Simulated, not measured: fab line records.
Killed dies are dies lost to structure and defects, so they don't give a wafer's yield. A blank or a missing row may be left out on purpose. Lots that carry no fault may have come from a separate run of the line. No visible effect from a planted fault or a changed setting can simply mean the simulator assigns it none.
Which tool did it? / flow gf180mcu / Sampling: 11 lots, 33 wafers, 5 of 602 route steps

## WHAT EACH GAUGE READ, for each wafer
GF_M4_CD_MEAS_14 targets a cd of 280 nm.
lot=L856; measured=day 24 16:40; on=cd_sem-02; cd_nm (nm)=280.7 279.4 281.1
lot=L857; measured=day 24 17:19; on=cd_sem-01; cd_nm (nm)=278.9 278.2 278.2
lot=L858; measured=day 25 10:01; on=cd_sem-01; cd_nm (nm)=281.7 282.3 281.9
lot=L859; measured=day 25 11:35; on=cd_sem-01; cd_nm (nm)=281.1 278.5 279.9
lot=L860; measured=day 25 19:07; on=cd_sem-01; cd_nm (nm)=281.0 280.1 279.3
lot=L867; measured=day 27 17:01; on=cd_sem-02; cd_nm (nm)=302.2 302.0 301.4
lot=L868; measured=day 28 03:22; on=cd_sem-01; cd_nm (nm)=297.1 298.2 297.2
lot=L870; measured=day 28 15:45; on=cd_sem-01; cd_nm (nm)=280.8 280.4 280.9
lot=L874; measured=day 29 09:09; on=cd_sem-01; cd_nm (nm)=279.7 280.6 280.2
lot=L875; measured=day 29 23:55; on=cd_sem-01; cd_nm (nm)=280.7 281.6 281.5
lot=L876; measured=day 30 05:11; on=cd_sem-01; cd_nm (nm)=280.4 280.3 280.2

## WHICH TOOL RAN EACH LOT (tool, then ch and the chambers of the sampled wafers, then the start)
lot=L856; GF_V3_CMP_04=cmp-02 ch 0,1,2, day 22 17:47; GF_V3_ETCH_16=rie_diel-03 ch 0,1,2, day 23 16:47; GF_M4_SPUTTER_00=pvd_sputter-03, day 23 18:14; GF_M4_SOFTBAKE_10=litho_track-02 ch 0, day 24 05:41
lot=L857; GF_V3_CMP_04=cmp-02 ch 1,2,3, day 22 18:10; GF_V3_ETCH_16=rie_diel-03 ch 0,2,3, day 23 17:26; GF_M4_SPUTTER_00=pvd_sputter-01, day 23 18:47; GF_M4_SOFTBAKE_10=litho_track-02 ch 0, day 24 06:35
lot=L858; GF_V3_CMP_04=cmp-02 ch 1,2,3, day 23 12:09; GF_V3_ETCH_16=rie_diel-02 ch 0,1,2, day 24 10:26; GF_M4_SPUTTER_00=pvd_sputter-02, day 24 11:47; GF_M4_SOFTBAKE_10=litho_track-01 ch 0, day 24 22:49
lot=L859; GF_V3_CMP_04=cmp-02 ch 2,3, day 23 13:17; GF_V3_ETCH_16=rie_diel-02 ch 1,3, day 24 11:50; GF_M4_SPUTTER_00=pvd_sputter-01, day 24 13:11; GF_M4_SOFTBAKE_10=litho_track-01 ch 0, day 25 00:38
lot=L860; GF_V3_CMP_04=cmp-02 ch 0,2,3, day 23 22:37; GF_V3_ETCH_16=rie_diel-02 ch 0,1,2, day 24 20:31; GF_M4_SPUTTER_00=pvd_sputter-01, day 24 21:52; GF_M4_SOFTBAKE_10=litho_track-01 ch 0, day 25 09:13
lot=L867; GF_V3_CMP_04=cmp-02 ch 0,1,2, day 25 22:31; GF_V3_ETCH_16=rie_diel-04 ch 0,2, day 26 19:59; GF_M4_SPUTTER_00=pvd_sputter-03, day 26 21:20; GF_M4_SOFTBAKE_10=litho_track-02 ch 0, day 27 07:26
lot=L868; GF_V3_CMP_04=cmp-02 ch 0,1,2, day 26 10:08; GF_V3_ETCH_16=rie_diel-04 ch 0,3, day 27 06:28; GF_M4_SPUTTER_00=pvd_sputter-02, day 27 07:57; GF_M4_SOFTBAKE_10=litho_track-02 ch 0, day 27 17:50
lot=L870; GF_V3_CMP_04=cmp-02 ch 0,3, day 26 21:34; GF_V3_ETCH_16=rie_diel-02 ch 0,1, day 27 18:28; GF_M4_SPUTTER_00=pvd_sputter-01, day 27 19:55; GF_M4_SOFTBAKE_10=litho_track-01 ch 0, day 28 06:07
lot=L874; GF_V3_CMP_04=cmp-02 ch 0,1,3, day 27 16:29; GF_V3_ETCH_16=rie_diel-04 ch 1,3, day 28 12:11; GF_M4_SPUTTER_00=pvd_sputter-01, day 28 13:34; GF_M4_SOFTBAKE_10=litho_track-03 ch 0, day 28 23:56
lot=L875; GF_V3_CMP_04=cmp-02 ch 1,2,3, day 28 07:00; GF_V3_ETCH_16=rie_diel-03 ch 0,1, day 29 03:32; GF_M4_SPUTTER_00=pvd_sputter-03, day 29 05:02; GF_M4_SOFTBAKE_10=litho_track-03 ch 0, day 29 14:08
lot=L876; GF_V3_CMP_04=cmp-02 ch 1,2,3, day 28 12:50; GF_V3_ETCH_16=rie_diel-02 ch 0,1,3, day 29 08:40; GF_M4_SPUTTER_00=pvd_sputter-02, day 29 10:03; GF_M4_SOFTBAKE_10=litho_track-03 ch 0, day 29 20:16
- GF_V3_CMP_04: polishes SiO2.
- GF_V3_ETCH_16: etches BARC in N2/H2.
- GF_M4_SPUTTER_00: material Ti, target thk 37.5 nm, time 147.8 s.
- GF_M4_SOFTBAKE_10: time 60 s.

## AS READ BY THE TOOLS THEMSELVES (means over the sampled wafers that have a number; for cases with no such wafer, the mark the record gives instead)
GF_V3_CMP_04.
lot=L856; tool=cmp-02; motor_current_A (A)=12.8; time_to_endpoint_s (s)=86
lot=L857; tool=cmp-02; motor_current_A (A)=13.5; time_to_endpoint_s (s)=82
lot=L858; tool=cmp-02; motor_current_A (A)=13.1; time_to_endpoint_s (s)=80
lot=L859; tool=cmp-02; motor_current_A (A)=13.6; time_to_endpoint_s (s)=78
lot=L860; tool=cmp-02; motor_current_A (A)=12.7; time_to_endpoint_s (s)=76
lot=L867; tool=cmp-02; motor_current_A (A)=13.2; time_to_endpoint_s (s)=80
lot=L868; tool=cmp-02; motor_current_A (A)=12.7; time_to_endpoint_s (s)=86
lot=L870; tool=cmp-02; motor_current_A (A)=12.4; time_to_endpoint_s (s)=76
lot=L874; tool=cmp-02; motor_current_A (A)=12.9; time_to_endpoint_s (s)=78
lot=L875; tool=cmp-02; motor_current_A (A)=13.7; time_to_endpoint_s (s)=84
lot=L876; tool=cmp-02; motor_current_A (A)=13.0; time_to_endpoint_s (s)=82

GF_V3_ETCH_16.
lot=L856; tool=rie_diel-03; drypump_motor_current_A (A)=5.8; oes_product_au (a.u.)=0.857; throttle_valve_pct (%)=13.225
lot=L857; tool=rie_diel-03; drypump_motor_current_A (A)=5.9; oes_product_au (a.u.)=0.852; throttle_valve_pct (%)=13.222
lot=L858; tool=rie_diel-02; drypump_motor_current_A (A)=5.2; oes_product_au (a.u.)=0.856; throttle_valve_pct (%)=13.220
lot=L859; tool=rie_diel-02; drypump_motor_current_A (A)=5.1; oes_product_au (a.u.)=0.856; throttle_valve_pct (%)=13.228
lot=L860; tool=rie_diel-02; drypump_motor_current_A (A)=5.2; oes_product_au (a.u.)=0.859; throttle_valve_pct (%)=13.224
lot=L867; tool=rie_diel-04; drypump_motor_current_A (A)=5.9; oes_product_au (a.u.)=0.854; throttle_valve_pct (%)=13.221
lot=L868; tool=rie_diel-04; drypump_motor_current_A (A)=6.2; oes_product_au (a.u.)=0.856; throttle_valve_pct (%)=13.227
lot=L870; tool=rie_diel-02; drypump_motor_current_A (A)=4.9; oes_product_au (a.u.)=0.856; throttle_valve_pct (%)=13.228
lot=L874; tool=rie_diel-04; drypump_motor_current_A (A)=6.2; oes_product_au (a.u.)=0.858; throttle_valve_pct (%)=13.230
lot=L875; tool=rie_diel-03; drypump_motor_current_A (A)=5.4; oes_product_au (a.u.)=0.859; throttle_valve_pct (%)=13.223
lot=L876; tool=rie_diel-02; drypump_motor_current_A (A)=5.0; oes_product_au (a.u.)=0.860; throttle_valve_pct (%)=13.239

GF_M4_SPUTTER_00.
lot=L856; tool=pvd_sputter-03; throttle_valve_pct (%)=29.6
lot=L857; tool=pvd_sputter-01; throttle_valve_pct (%)=29.7
lot=L858; tool=pvd_sputter-02; throttle_valve_pct (%)=30.1
lot=L859; tool=pvd_sputter-01; throttle_valve_pct (%)=29.1
lot=L860; tool=pvd_sputter-01; throttle_valve_pct (%)=29.7
lot=L867; tool=pvd_sputter-03; throttle_valve_pct (%)=29.6
lot=L868; tool=pvd_sputter-02; throttle_valve_pct (%)=30.9
lot=L870; tool=pvd_sputter-01; throttle_valve_pct (%)=29.3
lot=L874; tool=pvd_sputter-01; throttle_valve_pct (%)=29.6
lot=L875; tool=pvd_sputter-03; throttle_valve_pct (%)=29.7
lot=L876; tool=pvd_sputter-02; throttle_valve_pct (%)=30.4

GF_M4_SOFTBAKE_10.
lot=L856; tool=litho_track-02; heater_power_total_W (W)=93.04; plate_temp_C (C)=130.02
lot=L857; tool=litho_track-02; heater_power_total_W (W)=93.02; plate_temp_C (C)=129.92
lot=L858; tool=litho_track-01; heater_power_total_W (W)=93.10; plate_temp_C (C)=129.88
lot=L859; tool=litho_track-01; heater_power_total_W (W)=93.10; plate_temp_C (C)=129.92
lot=L860; tool=litho_track-01; heater_power_total_W (W)=93.09; plate_temp_C (C)=129.81
lot=L867; tool=litho_track-02; heater_power_total_W (W)=83.02; plate_temp_C (C)=119.20
lot=L868; tool=litho_track-02; heater_power_total_W (W)=82.99; plate_temp_C (C)=119.42
lot=L870; tool=litho_track-01; heater_power_total_W (W)=93.06; plate_temp_C (C)=129.90
lot=L874; tool=litho_track-03; heater_power_total_W (W)=93.06; plate_temp_C (C)=129.92
lot=L875; tool=litho_track-03; heater_power_total_W (W)=93.06; plate_temp_C (C)=130.04
lot=L876; tool=litho_track-03; heater_power_total_W (W)=93.05; plate_temp_C (C)=129.95

## THE ANSWER, worked out from the rows above alone
Rule: the usual values come from the lots themselves. The widest of any qualifying gaps counts: lots, ordered by their means at a reading, are off when they make up no more than a third of the lots, leave a main group of 4 or more, and stand apart from it by 3 or more times the standard deviation of that group's means. The tables above print the reading to a certain number of digits; a main group whose means all agree to those digits is not used. A lot without any number at a reading at which 4 lots or more have one is off too. Where the step has rows for the other lots, those lots are counted as sound. First the gauges in route order, then the tools' own readings, where a lot's mean is used as printed above. The first step at which some lot is off is used, and at that step the reading that is off furthest; a lot without a number counts as furthest.
Off at GF_M4_CD_MEAS_14 (cd_nm): L867, L868. Mean 280.4 nm and standard deviation 0.92 in the main group.
A tool fits if, at a process step before that reading, it ran every lot that is off, and no sound lot after the first of them. Not tried: the gauges at GF_M4_CD_MEAS_14; whatever is off there is also off at GF_M4_SOFTBAKE_10, on other tools, and gauge error can't account for it. One fits: litho_track-02 at GF_M4_SOFTBAKE_10. Its last sound lot is L857 (day 24 06:35), its first lot that is off L867 (day 27 07:26): a fault that began between those two fits.
The tool's own readings at GF_M4_SOFTBAKE_10 bear it out: on the lots that are off they differ by more than 5 times the standard deviation of the sound lots' means. heater_power_total_W reads 83.00 W there against 93.06 W on the sound lots; plate_temp_C reads 119.31 C there against 129.93 C on the sound lots.

## WHAT THE SIMULATOR HAD PUT IN
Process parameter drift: litho_track-02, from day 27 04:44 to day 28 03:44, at GF_M4_SOFTBAKE_10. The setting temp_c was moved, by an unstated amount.
Struck lots among those shown: L867, L868. The rule given above showed the same thing.
